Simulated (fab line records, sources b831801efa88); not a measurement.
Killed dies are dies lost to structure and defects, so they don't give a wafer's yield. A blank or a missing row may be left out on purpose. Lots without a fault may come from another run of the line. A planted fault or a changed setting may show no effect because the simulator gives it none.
fab line records | flow sky130
record lots=5 wafers=15 last_day=49
route steps=708 shown POLY_GATE@227 LDD_N@237 LDD_P@255
lots that met no fault: from a run of the same line without faults
start_h: hours from the record's first day to the start of the lot's first wafer shown | wait_h: hours since the lot's step before | " the same as in the row above | L1.1+2: a row that stands for several wafers | - no value, or no start given | * or withheld: withheld | < > ~ a bound
route shown NAME@n: a module of which the file shows steps, and the number in the route of the first | usual: mean/standard deviation of fault-free wafers | same: alike in all rows | chamber/n: place in a boat | sites: the reading at each site | _std_site: their standard deviation | _edge_site: outer sites' mean less inner sites' | radius_mm: how far each site lies from the wafer's centre | mask NAME#n: copy n | behind: the tool/chamber that last shaped the wafer | hold: why the lot was held/for how many hours/how that ended | device: the transistor (n, p or np) that didn't switch | end of line: the same wafers' tests at the end of the route | a step without rows: its recipe alone | killed: dies lost to structure and defects at the first sort, not the wafer's yield | map: a wafer's dies, x killed, . not, _ none there
set.NAME: the setting as run; set.NAME@STEP: as run at that earlier step | model.NAME: the simulator's own value behind a step, which no gauge read
lots at some steps of the route; a table a step, a row a wafer
services: from which hour (start_h, from the record's first day; less than 0 if before it) a tool's chamber was out of use, for how many hours, and why
## steps
# step SKY_POLY_GATE_CD_MEAS_13
# recipe target_cd_nm=150
# usual cd_nm=150.5/1.7
# columns lot.wafer tool chamber start_h wait_h cd_nm
L082.1 cd_sem-02 - 443.21 - 150.5
L082.2 " - " " 151.8
L082.6 " - " " 151.8
L087.1 cd_sem-01 - 489.68 - 149.6
L087.3 " - " " 150.0
L087.6 " - " " 149.8
L090.3 cd_sem-02 - 512.49 - 151.6
L090.4 " - " " 151.3
L090.5 " - " " 151.1
L093.2 cd_sem-02 - 538.30 - 152.0
L093.4 " - " " 151.5
L093.5 " - " " 152.8
L094.1 cd_sem-02 - 543.48 - 152.7
L094.4 " - " " 154.0
L094.6 " - " " 152.6
# step SKY_POLY_GATE_OVL_MEAS_14
# usual POLY_GATE_OVL=-3/6
# columns lot.wafer tool chamber start_h wait_h POLY_GATE_OVL[nm]
L082.1 overlay-02 - 443.33 0.1 9
L082.2 " - " " 6
L082.6 " - " " 0
L087.1 overlay-01 - 489.80 0.1 -8
L087.3 " - " " -8
L087.6 " - " " -9
L090.3 overlay-02 - 512.59 0.1 5
L090.4 " - " " 8
L090.5 " - " " 4
L093.2 overlay-02 - 538.41 0.1 -2
L093.4 " - " " -2
L093.5 " - " " 3
L094.1 overlay-02 - 543.60 0.1 11
L094.4 " - " " 11
L094.6 " - " " 5
# step SKY_POLY_GATE_ETCH_15
# recipe chemistry=N2/H2 target=BARC ion_energy_ev=200 source_w=500 bias_w=100 pressure_mtorr=30 n2_flow_sccm=100 h2_flow_sccm=200 stop_on=SiO2 time_s=118.5 target_depth_a=1100
# usual drypump_motor_current_A=5.8/0.31 oes_product_au=0.717/0.0046 throttle_valve_pct=13.213/0.009
# same time_s=118.5
# columns lot.wafer tool chamber start_h wait_h drypump_motor_current_A oes_product_au rf_hours_counter_h throttle_valve_pct
L082.1 rie_diel-03 2 443.37 0.0 6.1 0.712 23 13.206
L082.2 " 0 " " 6.1 0.716 15 13.209
L082.6 " 0 " " 6.1 0.710 - 13.199
L087.1 rie_diel-02 1 489.84 0.0 6.0 0.716 6 13.208
L087.3 " 3 " " 6.2 0.718 6 13.210
L087.6 " 2 " " 5.7 0.715 - 13.219
L090.3 rie_diel-02 1 512.61 0.0 6.0 0.713 7 13.210
L090.4 " 0 " " 5.7 0.718 4 13.221
L090.5 " 2 " " 5.7 0.717 - 13.222
L093.2 rie_diel-02 2 538.44 0.0 5.7 0.719 17 13.220
L093.4 " 3 " " 6.1 0.713 7 13.205
L093.5 " 2 " " 5.8 0.721 - 13.216
L094.1 rie_diel-01 1 543.64 0.0 5.4 0.718 16 13.215
L094.4 " 3 " " 6.0 0.718 65 13.216
L094.6 " 0 " " 5.5 0.711 - 13.207
# step SKY_POLY_GATE_ETCH_16
# recipe stop_on=poly-Si chemistry=CH3F/O2 target=Si3N4 source_w=400 bias_w=80 pressure_mtorr=25 ch3f_flow_sccm=40 O2_flow_sccm=30 time_s=147.5 target_depth_a=750
# usual drypump_motor_current_A=5.8/0.31 oes_product_au=0.642/0.0053 throttle_valve_pct=10.536/0.0092
# same time_s=147.5
# columns lot.wafer tool chamber start_h wait_h drypump_motor_current_A oes_product_au rf_hours_counter_h throttle_valve_pct
L082.1 rie_diel-03 2 443.45 0.0 6.1 0.646 23 10.546
L082.2 " 0 " " 6.1 0.642 16 10.536
L082.6 " 0 " " 6.1 0.649 - 10.527
L087.1 rie_diel-02 1 489.92 0.0 6.0 0.647 7 10.543
L087.3 " 3 " " 6.2 0.646 6 10.520
L087.6 " 2 " " 5.7 0.651 - 10.536
L090.3 rie_diel-02 1 512.69 0.0 6.0 0.643 7 10.532
L090.4 " 0 " " 5.7 0.647 4 10.544
L090.5 " 2 " " 5.7 0.649 - 10.529
L093.2 rie_diel-02 2 538.52 0.0 5.7 0.634 17 10.546
L093.4 " 3 " " 6.2 0.643 7 10.535
L093.5 " 2 " " 5.7 0.637 - 10.534
L094.1 rie_diel-01 1 543.72 0.0 5.4 0.639 16 10.535
L094.4 " 3 " " 6.0 0.642 65 10.529
L094.6 " 0 " " 5.6 0.640 - 10.531
# step SKY_POLY_GATE_ETCH_17
# recipe target_depth_nm=180 stop_on=SiO2 over_etch_frac=0.56667 chemistry=HBr/Cl2 target=poly-Si icp_w=400 bias_w=100 pressure_mtorr=10 HBr_flow_sccm=150 Cl2_flow_sccm=50 time_s=70.5
# usual drypump_motor_current_A=5.75/0.24 oes_product_au=0.986/0.0072 throttle_valve_pct=33.684/0.0099
# same time_s=70.5
# columns lot.wafer tool chamber start_h wait_h drypump_motor_current_A oes_product_au rf_hours_counter_h throttle_valve_pct
L082.1 rie_si-01 0 443.55 0.0 5.89 0.985 3 33.692
L082.2 " 1 " " 6.06 0.980 25 33.671
L082.6 " 2 " " 5.72 0.971 - 33.688
L087.1 rie_si-02 0 490.02 0.0 5.70 0.979 0 33.683
L087.3 " 2 " " 6.06 0.990 20 33.689
L087.6 " 1 " " 5.37 0.997 - 33.694
L090.3 rie_si-01 0 512.79 0.0 5.84 0.985 3 33.697
L090.4 " 3 " " 5.42 0.975 0 33.697
L090.5 " 3 " " 5.41 0.978 - 33.678
L093.2 rie_si-02 1 538.62 0.0 5.39 0.991 35 33.681
L093.4 " 3 " " 5.71 0.982 7 33.682
L093.5 " 3 " " 5.69 0.974 - 33.694
L094.1 rie_si-01 3 543.82 0.0 5.39 0.991 1 33.682
L094.4 " 2 " " 5.75 0.988 2 33.667
L094.6 " 0 " " 5.89 0.992 - 33.693
# step SKY_POLY_GATE_STRIP_18
# recipe chemistry=O2/N2 power_w=1400 pressure_mtorr=1500 platen_temp_c=withheld o2_flow_sccm=3000 n2_flow_sccm=300 overash_fraction=0.5
# usual drypump_motor_current_A=5.5/0.52 oes_product_au=0.360/0.0048 strip_time_to_endpoint_s=3.160/0.03
# same overash_fraction=0.5
# columns lot.wafer tool chamber start_h wait_h drypump_motor_current_A oes_product_au rf_hours_counter_h strip_time_to_endpoint_s
L082.1 plasma_asher-01 1 443.61 0.0 5.6 0.351 33 3.128
L082.2 " 0 " " 5.7 0.363 33 3.167
L082.6 " 1 " " 5.6 0.354 - 3.165
L087.1 plasma_asher-04 1 490.07 0.0 4.8 0.368 67 3.197
L087.3 " 1 " " 4.8 0.362 - 3.144
L087.6 " 0 " " 6.2 0.362 - 3.148
L090.3 plasma_asher-03 0 512.88 0.1 4.9 0.359 - 3.156
L090.4 " 1 " " 5.7 0.362 - 3.155
L090.5 " 0 " " 4.9 0.363 - 3.124
L093.2 plasma_asher-04 0 538.67 0.0 6.2 0.361 72 3.127
L093.4 " 0 " " 6.2 0.359 - 3.171
L093.5 " 0 " " 6.2 0.358 - 3.152
L094.1 plasma_asher-04 0 543.87 0.0 6.2 0.360 72 3.114
L094.4 " 1 " " 4.8 0.359 - 3.152
L094.6 " 0 " " 6.2 0.360 - 3.124
# step SKY_POLY_GATE_CLEAN_19
# recipe chemistry=SC1/SC2 mix=1:4:20 temp_c=70 time_s=150 dry=n2_spin
# same time_s=150
# columns lot.wafer tool chamber start_h wait_h
L082.1+2+6 wet_bench-01 1 443.71 0.1
L087.1+3+6 wet_bench-04 3 490.17 0.1
L090.3+4+5 wet_bench-01 0 512.95 0.0
L093.2+4+5 wet_bench-04 3 538.77 0.1
L094.1+4+6 wet_bench-01 3 543.97 0.1
# step SKY_POLY_GATE_OXIDATION_20
# recipe temp_c=850 ambient=O2 stabilise_s=600 purge_s=300 target_thk_a=40 ox_time_s=899
# columns lot.wafer tool chamber start_h wait_h
L082.1+2+6 furnace-02 0 443.76 0.0
L087.1+3+6 furnace-02 0 491.50 1.3
L090.3+4+5 furnace-01 0 513.00 0.0
L093.2+4+5 furnace-01 0 538.82 0.0
L094.1+4+6 furnace-02 0 544.03 0.0
# step SKY_POLY_GATE_THK_MEAS_21
# recipe reads=SiO2_of_POLY_GATE_OXIDATION_20
# usual POLY_GATE_OXIDATION_THK=3.99/0.092
# columns lot.wafer tool chamber start_h wait_h POLY_GATE_OXIDATION_THK[nm]
L082.1 film_metro-03 - 445.01 0.0 3.93
L082.2 " - " " 3.93
L082.6 " - " " 3.92
L087.1 film_metro-02 - 492.75 0.0 4.00
L087.3 " - " " 3.89
L087.6 " - " " 3.93
L090.3 film_metro-03 - 514.27 0.0 4.04
L090.4 " - " " 4.03
L090.5 " - " " 4.05
L093.2 film_metro-02 - 540.08 0.0 3.94
L093.4 " - " " 4.06
L093.5 " - " " 3.94
L094.1 film_metro-01 - 545.28 0.0 4.03
L094.4 " - " " 4.10
L094.6 " - " " 4.04
# step SKY_POLY_GATE_CD_MEAS_22
# usual cd_nm=150.5/2
# columns lot.wafer tool chamber start_h wait_h cd_nm
L082.1 cd_sem-01 - 445.07 0.1 150.1
L082.2 " - " " 150.6
L082.6 " - " " 152.9
L087.1 cd_sem-01 - 492.81 0.1 151.2
L087.3 " - " " 150.6
L087.6 " - " " 148.0
L090.3 cd_sem-01 - 514.36 0.1 150.5
L090.4 " - " " 151.0
L090.5 " - " " 150.7
L093.2 cd_sem-01 - 540.16 0.1 150.4
L093.4 " - " " 149.9
L093.5 " - " " 152.1
L094.1 cd_sem-01 - 545.34 0.1 154.4
L094.4 " - " " 153.5
L094.6 " - " " 151.0
# step SKY_LDD_N_DEHYDRATE_00
# recipe temp_c=200 time_s=60
# usual chill_plate_temp_C=23.00/0.1 resist_line_temp_C=23.00/0.1
# same time_s=60
# columns lot.wafer tool chamber start_h wait_h chill_plate_temp_C resist_line_temp_C
L082.1 litho_track-04 0 460.00 14.9 23.27 23.05
L082.2 " 0 " " 23.19 23.12
L082.6 " 0 " " 23.11 23.16
L087.1 litho_track-04 0 507.85 15.0 23.20 23.27
L087.3 " 0 " " 23.04 23.07
L087.6 " 0 " " 23.19 23.13
L090.3 litho_track-04 0 529.35 15.0 22.97 22.80
L090.4 " 0 " " 23.01 22.76
L090.5 " 0 " " 23.01 23.05
L093.2 litho_track-02 0 554.55 14.4 23.04 22.90
L093.4 " 0 " " 23.14 22.78
L093.5 " 0 " " 23.10 22.80
L094.1 litho_track-01 0 559.51 14.1 23.03 23.11
L094.4 " 0 " " 23.10 23.08
L094.6 " 0 " " 23.03 23.10
# step SKY_LDD_N_HMDS_01
# recipe prime_time_s=60 prime_temp_c=120
# usual chill_plate_temp_C=23.01/0.088 resist_line_temp_C=23.00/0.096
# columns lot.wafer tool chamber start_h wait_h chill_plate_temp_C resist_line_temp_C
L082.1 litho_track-04 0 460.15 0.1 23.06 23.14
L082.2 " 0 " " 22.88 22.88
L082.6 " 0 " " 23.01 23.11
L087.1 litho_track-04 0 508.00 0.1 23.10 23.07
L087.3 " 0 " " 23.13 23.02
L087.6 " 0 " " 23.08 23.15
L090.3 litho_track-04 0 529.50 0.1 22.88 22.98
L090.4 " 0 " " 23.21 22.93
L090.5 " 0 " " 23.00 22.90
L093.2 litho_track-02 0 554.70 0.1 23.08 22.89
L093.4 " 0 " " 22.95 22.85
L093.5 " 0 " " 22.93 22.86
L094.1 litho_track-01 0 559.66 0.1 22.99 22.92
L094.4 " 0 " " 23.06 23.24
L094.6 " 0 " " 22.91 23.06
# step SKY_LDD_N_COAT_02
# recipe resist=NOVOLAK spin_rpm=3000 resist_thk_nm=300
# usual chill_plate_temp_C=23.00/0.1 resist_line_temp_C=22.98/0.12
# columns lot.wafer tool chamber start_h wait_h chill_plate_temp_C resist_line_temp_C
L082.1 litho_track-04 0 460.30 0.1 22.98 22.95
L082.2 " 0 " " 22.96 22.92
L082.6 " 0 " " 22.92 23.09
L087.1 litho_track-04 0 508.15 0.1 22.96 22.86
L087.3 " 0 " " 22.98 22.94
L087.6 " 0 " " 23.05 23.08
L090.3 litho_track-04 0 529.65 0.1 23.01 23.10
L090.4 " 0 " " 23.07 23.07
L090.5 " 0 " " 22.95 22.96
L093.2 litho_track-02 0 554.85 0.1 23.03 23.08
L093.4 " 0 " " 23.00 23.08
L093.5 " 0 " " 22.95 23.01
L094.1 litho_track-01 0 559.81 0.1 22.77 22.86
L094.4 " 0 " " 23.01 22.97
L094.6 " 0 " " 22.92 22.73
# step SKY_LDD_N_SOFTBAKE_03
# recipe temp_c=90 time_s=60 resist=NOVOLAK
# usual chill_plate_temp_C=23.01/0.11 resist_line_temp_C=23.01/0.11
# same time_s=60
# columns lot.wafer tool chamber start_h wait_h chill_plate_temp_C resist_line_temp_C
L082.1 litho_track-04 0 460.45 0.1 23.14 23.04
L082.2 " 0 " " 23.13 23.05
L082.6 " 0 " " 23.10 23.03
L087.1 litho_track-04 0 508.30 0.1 22.92 22.84
L087.3 " 0 " " 22.98 22.99
L087.6 " 0 " " 22.95 22.90
L090.3 litho_track-04 0 529.80 0.1 23.09 22.97
L090.4 " 0 " " 22.81 23.07
L090.5 " 0 " " 23.06 22.96
L093.2 litho_track-02 0 555.00 0.1 22.87 22.87
L093.4 " 0 " " 23.06 22.95
L093.5 " 0 " " 23.14 22.93
L094.1 litho_track-01 0 559.96 0.1 23.05 22.99
L094.4 " 0 " " 23.01 23.07
L094.6 " 0 " " 22.93 23.06
# step SKY_LDD_N_EXPOSE_04
# recipe mask_id=NTM target_cd_nm=840 na=0.6 source_shape=conventional sigma_outer=0.6 dose_mj=110
# usual stage_vel_mm_s=499.95/0.23
# same na=0.6
# columns lot.wafer tool chamber start_h wait_h mask stage_vel_mm_s
L082.1 iline_stepper-01 0 - - NTM#0 500.51
L082.2 " 0 " " NTM#0 499.96
L082.6 " 0 " " NTM#0 500.27
L087.1 iline_stepper-02 0 - - NTM#0 499.77
L087.3 " 0 " " NTM#0 500.03
L087.6 " 0 " " NTM#0 499.36
L090.3 iline_stepper-02 0 - - NTM#0 500.24
L090.4 " 0 " " NTM#0 500.35
L090.5 " 0 " " NTM#0 500.33
L093.2 iline_stepper-01 0 - - NTM#0 500.24
L093.4 " 0 " " NTM#0 500.18
L093.5 " 0 " " NTM#0 500.22
L094.1 iline_stepper-02 0 - - NTM#0 500.11
L094.4 " 0 " " NTM#0 499.81
L094.6 " 0 " " NTM#0 499.92
# step SKY_LDD_N_PEB_05
# recipe temp_c=withheld time_s=* resist=NOVOLAK
# usual chill_plate_temp_C=* resist_line_temp_C=*
# same time_s=*
# columns lot.wafer tool chamber start_h wait_h chill_plate_temp_C resist_line_temp_C
L082.1 litho_track-04 0 - - * *
L082.2 " 0 " " * *
L082.6 " 0 " " * *
L087.1 litho_track-04 0 - - * *
L087.3 " 0 " " * *
L087.6 " 0 " " * *
L090.3 litho_track-02 0 - - * *
L090.4 " 0 " " * *
L090.5 " 0 " " * *
L093.2 litho_track-01 0 - - * *
L093.4 " 0 " " * *
L093.5 " 0 " " * *
L094.1 litho_track-02 0 - - * *
L094.4 " 0 " " * *
L094.6 " 0 " " * *
# step SKY_LDD_N_DEVELOP_06
# recipe develop_time_s=60 dev_temp_c=23
# usual chill_plate_temp_C=23.01/0.11 developer_temp_C=23.01/0.1 resist_line_temp_C=23.02/0.12
# columns lot.wafer tool chamber start_h wait_h chill_plate_temp_C developer_temp_C resist_line_temp_C
L082.1 litho_track-04 0 476.25 0.1 22.91 23.00 23.11
L082.2 " 0 " " 22.95 22.95 22.97
L082.6 " 0 " " 23.03 23.04 22.98
L087.1 litho_track-04 0 523.25 0.1 23.00 22.84 22.82
L087.3 " 0 " " 23.01 23.06 22.95
L087.6 " 0 " " 23.03 22.96 22.93
L090.3 litho_track-02 0 544.58 0.1 23.14 22.96 22.74
L090.4 " 0 " " 22.99 22.83 22.77
L090.5 " 0 " " 23.05 22.96 22.78
L093.2 litho_track-01 0 569.74 0.1 22.92 22.97 23.09
L093.4 " 0 " " 22.93 23.06 23.19
L093.5 " 0 " " 22.86 23.13 23.06
L094.1 litho_track-02 0 574.98 0.1 23.13 23.14 23.21
L094.4 " 0 " " 23.16 23.14 23.14
L094.6 " 0 " " 23.18 23.06 23.01
# step SKY_LDD_N_OVL_MEAS_07
# usual LDD_N_OVL=-1.1/1.7
# columns lot.wafer tool chamber start_h wait_h LDD_N_OVL[nm]
L082.1 overlay-01 - 476.40 0.1 -3.0
L082.2 " - " " 0.1
L082.6 " - " " -1.8
L087.1 overlay-01 - 523.40 0.1 -2.9
L087.3 " - " " -3.4
L087.6 " - " " -2.6
L090.3 overlay-01 - 544.69 0.1 -2.4
L090.4 " - " " 0.4
L090.5 " - " " -2.1
L093.2 overlay-01 - 569.87 0.1 -1.7
L093.4 " - " " -1.8
L093.5 " - " " -0.5
L094.1 overlay-01 - 575.13 0.1 -2.5
L094.4 " - " " -1.9
L094.6 " - " " -2.2
# step SKY_LDD_N_IMPLANT_08
# recipe species=As energy_kev=20 dose_cm2=7.5e+13 tilt_deg=withheld rotation_deg=23
# columns lot.wafer tool chamber start_h wait_h
L082.1+2+6 implanter-03 0 476.44 0.0
L087.1+3+6 implanter-01 0 523.44 0.0
L090.3+4+5 implanter-04 0 545.90 1.2
L093.2+4+5 implanter-04 0 569.92 0.0
L094.1+4+6 implanter-04 0 575.17 0.0
# step SKY_LDD_N_IMPLANT_09
# recipe species=As energy_kev=20 dose_cm2=7.5e+13 tilt_deg=withheld rotation_deg=113
# columns lot.wafer tool chamber start_h wait_h
L082.1+2+6 implanter-03 0 476.59 0.1
L087.1+3+6 implanter-01 0 523.59 0.1
L090.3+4+5 implanter-04 0 546.05 0.1
L093.2+4+5 implanter-04 0 570.07 0.1
L094.1+4+6 implanter-04 0 575.32 0.1
# step SKY_LDD_N_IMPLANT_10
# recipe species=As energy_kev=20 dose_cm2=7.5e+13 tilt_deg=withheld rotation_deg=203
# columns lot.wafer tool chamber start_h wait_h
L082.1+2+6 implanter-03 0 476.74 0.1
L087.1+3+6 implanter-01 0 523.74 0.1
L090.3+4+5 implanter-04 0 546.20 0.1
L093.2+4+5 implanter-04 0 570.22 0.1
L094.1+4+6 implanter-04 0 575.47 0.1
# step SKY_LDD_N_IMPLANT_11
# recipe species=As energy_kev=20 dose_cm2=7.5e+13 tilt_deg=withheld rotation_deg=293
# columns lot.wafer tool chamber start_h wait_h
L082.1+2+6 implanter-03 0 476.89 0.1
L087.1+3+6 implanter-01 0 523.89 0.1
L090.3+4+5 implanter-04 0 546.35 0.1
L093.2+4+5 implanter-04 0 570.37 0.1
L094.1+4+6 implanter-04 0 575.62 0.1
# step SKY_LDD_N_IMPLANT_12
# recipe species=BF2 energy_kev=50 dose_cm2=5e+12 tilt_deg=30 rotation_deg=0
# usual tilt_deg=30.001/0.018
# columns lot.wafer tool chamber start_h wait_h tilt_deg
L082.1 implanter-03 0 477.04 0.1 30.034
L082.2 " 0 " " 30.006
L082.6 " 0 " " 29.987
L087.1 implanter-01 0 524.04 0.1 30.022
L087.3 " 0 " " 30.006
L087.6 " 0 " " 29.995
L090.3 implanter-04 0 546.50 0.1 30.018
L090.4 " 0 " " 29.997
L090.5 " 0 " " 29.993
L093.2 implanter-04 0 570.52 0.1 30.040
L093.4 " 0 " " 30.043
L093.5 " 0 " " 30.019
L094.1 implanter-04 0 575.77 0.1 29.988
L094.4 " 0 " " 29.988
L094.6 " 0 " " 30.002
# step SKY_LDD_N_IMPLANT_13
# recipe species=BF2 energy_kev=50 dose_cm2=5e+12 tilt_deg=30 rotation_deg=90
# usual tilt_deg=29.999/0.02
# columns lot.wafer tool chamber start_h wait_h tilt_deg
L082.1 implanter-03 0 477.19 0.1 29.993
L082.2 " 0 " " 30.044
L082.6 " 0 " " 29.961
L087.1 implanter-01 0 524.19 0.1 29.991
L087.3 " 0 " " 30.002
L087.6 " 0 " " 30.047
L090.3 implanter-04 0 546.65 0.1 30.021
L090.4 " 0 " " 30.027
L090.5 " 0 " " 30.002
L093.2 implanter-04 0 570.67 0.1 29.978
L093.4 " 0 " " 29.974
L093.5 " 0 " " 29.992
L094.1 implanter-04 0 575.92 0.1 30.008
L094.4 " 0 " " 30.014
L094.6 " 0 " " 30.003
# step SKY_LDD_N_IMPLANT_14
# recipe species=BF2 energy_kev=50 dose_cm2=5e+12 tilt_deg=30 rotation_deg=180
# usual tilt_deg=30.001/0.018
# columns lot.wafer tool chamber start_h wait_h tilt_deg
L082.1 implanter-03 0 477.34 0.1 30.019
L082.2 " 0 " " 29.988
L082.6 " 0 " " 29.985
L087.1 implanter-01 0 524.34 0.1 29.980
L087.3 " 0 " " 29.993
L087.6 " 0 " " 29.994
L090.3 implanter-04 0 546.80 0.1 29.973
L090.4 " 0 " " 29.968
L090.5 " 0 " " 29.983
L093.2 implanter-04 0 570.82 0.1 30.000
L093.4 " 0 " " 30.001
L093.5 " 0 " " 29.997
L094.1 implanter-04 0 576.07 0.1 30.001
L094.4 " 0 " " 29.957
L094.6 " 0 " " 30.007
# step SKY_LDD_N_IMPLANT_15
# recipe species=BF2 energy_kev=50 dose_cm2=5e+12 tilt_deg=30 rotation_deg=270
# usual tilt_deg=29.996/0.02
# columns lot.wafer tool chamber start_h wait_h tilt_deg
L082.1 implanter-03 0 477.49 0.1 29.963
L082.2 " 0 " " 29.981
L082.6 " 0 " " 29.970
L087.1 implanter-01 0 524.49 0.1 29.988
L087.3 " 0 " " 30.010
L087.6 " 0 " " 29.986
L090.3 implanter-04 0 546.95 0.1 29.990
L090.4 " 0 " " 29.998
L090.5 " 0 " " 30.009
L093.2 implanter-04 0 570.97 0.1 29.991
L093.4 " 0 " " 30.023
L093.5 " 0 " " 30.011
L094.1 implanter-04 0 576.22 0.1 29.998
L094.4 " 0 " " 30.000
L094.6 " 0 " " 29.983
# step SKY_LDD_N_STRIP_16
# recipe chemistry=O2/N2 power_w=1400 pressure_mtorr=1500 platen_temp_c=withheld o2_flow_sccm=3000 n2_flow_sccm=300 overash_fraction=0.5
# usual drypump_motor_current_A=5.4/0.49 oes_product_au=0.407/0.0044 strip_time_to_endpoint_s=4.317/0.016
# same overash_fraction=0.5
# columns lot.wafer tool chamber start_h wait_h drypump_motor_current_A oes_product_au rf_hours_counter_h strip_time_to_endpoint_s
L082.1 plasma_asher-03 0 477.64 0.1 4.9 0.411 5 4.315
L082.2 " 1 " " 5.7 0.412 5 4.316
L082.6 " 0 " " 4.9 0.406 - 4.323
L087.1 plasma_asher-03 1 524.64 0.1 5.7 0.402 9 4.335
L087.3 " 1 " " 5.7 0.402 - 4.318
L087.6 " 0 " " 4.9 0.403 - 4.318
L090.3 plasma_asher-02 1 547.08 0.1 5.0 0.409 - 4.317
L090.4 " 0 " " 5.9 0.409 - 4.329
L090.5 " 1 " " 5.0 0.402 - 4.334
L093.2 plasma_asher-04 1 571.10 0.1 4.8 0.407 75 4.321
L093.4 " 0 " " 6.2 0.406 - 4.329
L093.5 " 1 " " 4.8 0.403 - 4.323
L094.1 plasma_asher-02 0 576.37 0.1 5.9 0.402 89 4.308
L094.4 " 0 " " 5.9 0.410 - 4.314
L094.6 " 0 " " 5.8 0.403 - 4.311
# step SKY_LDD_N_TW_MEAS_17
# usual LDD_N_TW=2564/25
# columns lot.wafer tool chamber start_h wait_h LDD_N_TW
L082.1 film_metro-04 - 477.74 0.1 2563
L082.2 " - " " 2554
L082.6 " - " " 2569
L087.1 film_metro-03 - 524.74 0.1 2530
L087.3 " - " " 2549
L087.6 " - " " 2540
L090.3 film_metro-03 - 547.17 0.1 2527
L090.4 " - " " 2535
L090.5 " - " " 2534
L093.2 film_metro-03 - 571.21 0.1 2552
L093.4 " - " " 2538
L093.5 " - " " 2554
L094.1 film_metro-04 - 576.47 0.1 2565
L094.4 " - " " 2584
L094.6 " - " " 2569
# step SKY_LDD_P_DEHYDRATE_00
# recipe temp_c=200 time_s=60
# usual chill_plate_temp_C=22.99/0.095 resist_line_temp_C=23.00/0.1
# same time_s=60
# columns lot.wafer tool chamber start_h wait_h chill_plate_temp_C resist_line_temp_C
L082.1 litho_track-04 0 491.90 14.2 23.19 22.90
L082.2 " 0 " " 22.99 22.96
L082.6 " 0 " " 22.95 22.99
L087.1 litho_track-02 0 539.23 14.5 22.96 23.03
L087.3 " 0 " " 23.09 23.02
L087.6 " 0 " " 23.04 23.01
L090.3 litho_track-02 0 561.88 14.7 23.01 23.03
L090.4 " 0 " " 23.08 22.98
L090.5 " 0 " " 23.03 23.08
L093.2 litho_track-04 0 585.23 14.0 22.97 23.08
L093.4 " 0 " " 23.08 22.97
L093.5 " 0 " " 23.01 23.20
L094.1 litho_track-02 0 591.13 14.7 23.03 22.97
L094.4 " 0 " " 23.08 23.19
L094.6 " 0 " " 23.12 22.99
# step SKY_LDD_P_HMDS_01
# recipe prime_time_s=60 prime_temp_c=120
# usual chill_plate_temp_C=23.02/0.12 resist_line_temp_C=23.00/0.11
# columns lot.wafer tool chamber start_h wait_h chill_plate_temp_C resist_line_temp_C
L082.1 litho_track-04 0 492.05 0.1 23.18 22.99
L082.2 " 0 " " 23.14 22.87
L082.6 " 0 " " 23.12 23.06
L087.1 litho_track-02 0 539.38 0.1 22.95 22.89
L087.3 " 0 " " 22.75 23.00
L087.6 " 0 " " 22.93 22.98
L090.3 litho_track-02 0 562.03 0.1 22.95 22.95
L090.4 " 0 " " 22.89 22.90
L090.5 " 0 " " 22.99 23.07
L093.2 litho_track-04 0 585.38 0.1 22.91 22.98
L093.4 " 0 " " 23.06 22.93
L093.5 " 0 " " 22.81 23.06
L094.1 litho_track-02 0 591.28 0.1 23.00 23.04
L094.4 " 0 " " 22.88 22.92
L094.6 " 0 " " 22.97 22.92
# step SKY_LDD_P_COAT_02
# recipe resist=NOVOLAK spin_rpm=3000 resist_thk_nm=1140
# usual chill_plate_temp_C=23.00/0.11 resist_line_temp_C=22.99/0.11
# columns lot.wafer tool chamber start_h wait_h chill_plate_temp_C resist_line_temp_C
L082.1 litho_track-04 0 492.20 0.1 22.92 22.89
L082.2 " 0 " " 22.93 23.01
L082.6 " 0 " " 22.94 23.00
L087.1 litho_track-02 0 539.53 0.1 23.01 23.12
L087.3 " 0 " " 23.10 23.04
L087.6 " 0 " " 23.15 22.83
L090.3 litho_track-02 0 562.18 0.1 23.08 23.11
L090.4 " 0 " " 23.04 23.11
L090.5 " 0 " " 23.10 23.08
L093.2 litho_track-04 0 585.53 0.1 23.29 23.24
L093.4 " 0 " " 23.17 23.14
L093.5 " 0 " " 22.94 22.91
L094.1 litho_track-02 0 591.43 0.1 22.92 23.05
L094.4 " 0 " " 22.97 22.98
L094.6 " 0 " " 22.70 23.02
# step SKY_LDD_P_SOFTBAKE_03
# recipe temp_c=90 time_s=60 resist=NOVOLAK
# usual chill_plate_temp_C=23.01/0.11 resist_line_temp_C=22.99/0.11
# same time_s=60
# columns lot.wafer tool chamber start_h wait_h chill_plate_temp_C resist_line_temp_C
L082.1 litho_track-04 0 492.35 0.1 23.01 23.08
L082.2 " 0 " " 23.08 23.08
L082.6 " 0 " " 23.12 23.11
L087.1 litho_track-02 0 539.68 0.1 22.81 23.08
L087.3 " 0 " " 22.95 22.92
L087.6 " 0 " " 23.08 23.03
L090.3 litho_track-02 0 562.33 0.1 23.13 23.14
L090.4 " 0 " " 23.02 23.11
L090.5 " 0 " " 22.97 23.04
L093.2 litho_track-04 0 585.68 0.1 22.90 23.06
L093.4 " 0 " " 23.01 23.03
L093.5 " 0 " " 22.97 23.10
L094.1 litho_track-02 0 591.58 0.1 23.05 23.00
L094.4 " 0 " " 22.98 22.98
L094.6 " 0 " " 22.98 22.88
## services
# columns tool chamber start_h hours kind
rie_si-01 3 419.73 38.8 repair
plasma_asher-03 - 421.25 9.0 pm
rie_diel-03 - 422.79 2.8 pm
rie_si-01 - 425.04 15.6 pm
rie_diel-02 - 430.79 0.7 repair
implanter-01 - 435.09 4.0 repair
plasma_asher-04 - 441.30 0.4 repair
rie_diel-03 1 442.85 3.8 repair
rie_diel-01 2 444.78 4.5 repair
implanter-04 - 459.45 5.1 repair
implanter-04 - 462.45 2.5 repair
implanter-04 - 475.28 1.4 repair
implanter-04 - 485.54 11.1 repair
implanter-01 - 512.90 6.0 pm
implanter-01 - 519.48 2.9 pm
rie_diel-02 - 527.59 0.2 repair
implanter-03 - 528.62 19.5 pm
implanter-01 - 539.08 19.1 repair
implanter-04 - 540.93 0.9 repair
rie_diel-02 3 541.71 14.7 repair
furnace-02 - 545.28 3.5 pm
iline_stepper-02 - 547.23 8.9 pm
plasma_asher-03 - 552.33 1.2 repair
rie_diel-02 0 582.54 2.9 repair
## key
fault none
